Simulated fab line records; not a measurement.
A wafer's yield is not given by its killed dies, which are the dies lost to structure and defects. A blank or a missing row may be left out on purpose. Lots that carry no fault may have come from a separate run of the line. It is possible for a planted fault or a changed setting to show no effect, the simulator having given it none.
Matching of chambers    flow gf180mcu    4 sister chambers for GF_POLY_GATE_ETCH_13 on rieSi-01
The step etches poly-Si in HBr/Cl2, stops on SiO2, target depth 198.5 nm, time 69.6 s. 16 wafers are shown with their chamber, then 7 later ones without.

== WAFERS PAIRED WITH THEIR CHAMBERS ==
wafer   chamber  drypumpMotorCurrentA (A)  oesProductAu (a.u.)  throttleValvePct (%)
L454.2  1        5.7                       0.996                33.682
L454.3  0        6.2                       0.984                33.687
L454.5  0        6.2                       0.979                33.679
L456.1  1        5.7                       0.998                33.701
L456.3  3        5.2                       0.996                33.683
L456.4  0        6.2                       0.984                33.688
L460.4  2        5.5                       0.995                33.677
L460.5  3        5.2                       0.985                33.694
L460.6  0        6.1                       0.977                33.681
L468.2  0        6.2                       0.991                33.697
L468.4  3        5.2                       0.998                33.697
L469.2  3        5.2                       0.994                33.689
L469.3  1        5.7                       0.994                33.687
L469.6  1        5.7                       0.987                33.678
L470.2  0        6.2                       0.983                33.678
L470.5  2        5.5                       1.004                33.673

SIGNATURES (means of the wafers above)
reading               chamber 0  chamber 1  chamber 2  chamber 3  scatter within a chamber
drypumpMotorCurrentA  6.183      5.700      5.500      5.200      0.0264
oesProductAu          0.98300    0.99375    0.99950    0.99325    0.00521
throttleValvePct      33.68500   33.68700   33.67500   33.69075   0.00753
Rule: distance of a wafer from a chamber = root of the sum over the readings of ((wafer's reading minus chamber's mean) / reading's scatter) squared. The wafer belongs to the nearest chamber; if the next one is less than 2 further off, it can't be placed. The scatter: the root of (the sum of the squares of (reading less its chamber's mean) over the shown wafers, divided by (wafers less chambers)).

== WAFERS WHOSE CHAMBER IS MISSING ==
wafer   drypumpMotorCurrentA (A)  oesProductAu (a.u.)  throttleValvePct (%)
L470.6  5.2                       0.984                33.692
L472.2  5.3                       0.995                33.678
L472.3  5.5                       1.002                33.663
L472.6  5.7                       0.983                33.691
L473.2  6.2                       0.984                33.695
L473.4  5.7                       0.997                33.690
L473.5  5.2                       0.997                33.690

== WHICH CHAMBER EACH WENT THROUGH ==
wafer   from the rows above  in truth
L470.6  3                    3
L472.2  3                    3
L472.3  2                    2
L472.6  1                    1
L473.2  0                    0
L473.4  1                    1
L473.5  3                    3
Correctly placed: 7 of 7. From these rows, 0 cannot be placed. Placed wrongly: 0.
